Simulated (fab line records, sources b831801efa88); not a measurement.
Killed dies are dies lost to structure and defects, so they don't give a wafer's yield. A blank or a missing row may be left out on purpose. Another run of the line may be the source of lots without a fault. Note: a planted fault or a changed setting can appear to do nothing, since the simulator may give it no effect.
Comparing a struck lot with a sound one + flow sky130 + 18 steps out of a route of 708
Sound: these wafers, L598.2, L598.3, L598.6. Wafers struck: L604.3, L604.4, L604.6. At the end, the cause is stated.
Each step with rows lists, per side, the tool, then ch with its chambers, then its first start. Under that, the readings that differ: sound wafers + struck wafers + difference of the means + sigmas: that difference in standard deviations of wafers without a fault.
alike: readings with means less than 2 such deviations apart, plus words and numbers identical on both sides. not compared: withheld readings, readings lacking a value on some wafer, bounds such as >300 that could conceal the same value, and numbers that have no deviation in the record and whose values overlap.
A row with sigmas, a row that says differs or no value, or rows on one side alone: a step with any of these is where the two part. Non-overlapping numbers with no deviation appear without sigmas and do not part them. A reading missing from all wafers of one side parts the sides only when that side holds two or more wafers.

first, 3 steps without rows for these wafers: SKY_SONOS_ONO_WET_ETCH_18 (etches Si3N4 in H3PO4, target depth 15 nm, time 172 s); SKY_GATE_OXIDE_CLEAN_00 (cleans in SC1/SC2, time 150 s); SKY_GATE_OXIDE_OXIDATION_01 (stabilise 600 s, purge 300 s, target thk 10.268 nm).
SKY_GATE_OXIDE_THK_MEAS_02:
  sound on film-metro-04, day 13 18:32; struck on film-metro-01, day 15 21:24
  alike: GATE_OXIDE_OXIDATION_00_THK
then, 7 steps without rows for these wafers: SKY_GATE_OXIDE_DEHYDRATE_03 (time 60 s); SKY_GATE_OXIDE_HMDS_04 (prime time 60 s); SKY_GATE_OXIDE_COAT_05 (resist thk 1140 nm); SKY_GATE_OXIDE_SOFTBAKE_06 (time 60 s); SKY_GATE_OXIDE_EXPOSE_07 (exposes mask LVOM, target cd 600 nm); SKY_GATE_OXIDE_PEB_08; SKY_GATE_OXIDE_DEVELOP_09 (develop time 60 s).
SKY_GATE_OXIDE_OVL_MEAS_10:
  sound on overlay-01, day 14 20:07; struck on overlay-01, day 17 05:11
  alike: GATE_OXIDE_OVL
SKY_GATE_OXIDE_IMPLANT_11:
  sound on implanter-02 ch 0, day 14 20:10; struck on implanter-02 ch 0, day 17 05:47
  alike: beam-on-s
then, 1 step without rows for these wafers: SKY_GATE_OXIDE_WET_ETCH_12 (etches SiO2 in dHF, target depth 16.8 nm, time 336 s).
SKY_GATE_OXIDE_STRIP_13: strips in O2/N2.
  sound on plasma-asher-01 ch 0,1, day 14 20:25; struck on plasma-asher-02 ch 0,1, day 17 06:01
  alike: drypump-motor-current-A, oes-product-au, strip-time-to-endpoint-s
  not compared: rf-hours-counter-h
SKY_GATE_OXIDE_TW_MEAS_14:
  sound on film-metro-01, day 14 20:31; struck on film-metro-03, day 17 06:06
| reading       | sound             | struck            | difference | sigmas |
|---------------|-------------------|-------------------|------------|--------|
| GATE_OXIDE_TW | 229.4 227.6 227.6 | 276.8 276.3 276.2 | +48.2      | +28    |
then, 1 step without rows for these wafers: SKY_GATE_OXIDE_CLEAN_15 (cleans in SC1/SC2, time 150 s).
SKY_PAD_OPEN_PROBE_99:
  rows exist in the record for the sound wafers here (prober-02, day 46 11:16), none for the struck ones

## WHERE THEY PART
At SKY_GATE_OXIDE_TW_MEAS_14 first; at SKY_PAD_OPEN_PROBE_99 last (within this record only).

WHY: whatever the simulator had introduced
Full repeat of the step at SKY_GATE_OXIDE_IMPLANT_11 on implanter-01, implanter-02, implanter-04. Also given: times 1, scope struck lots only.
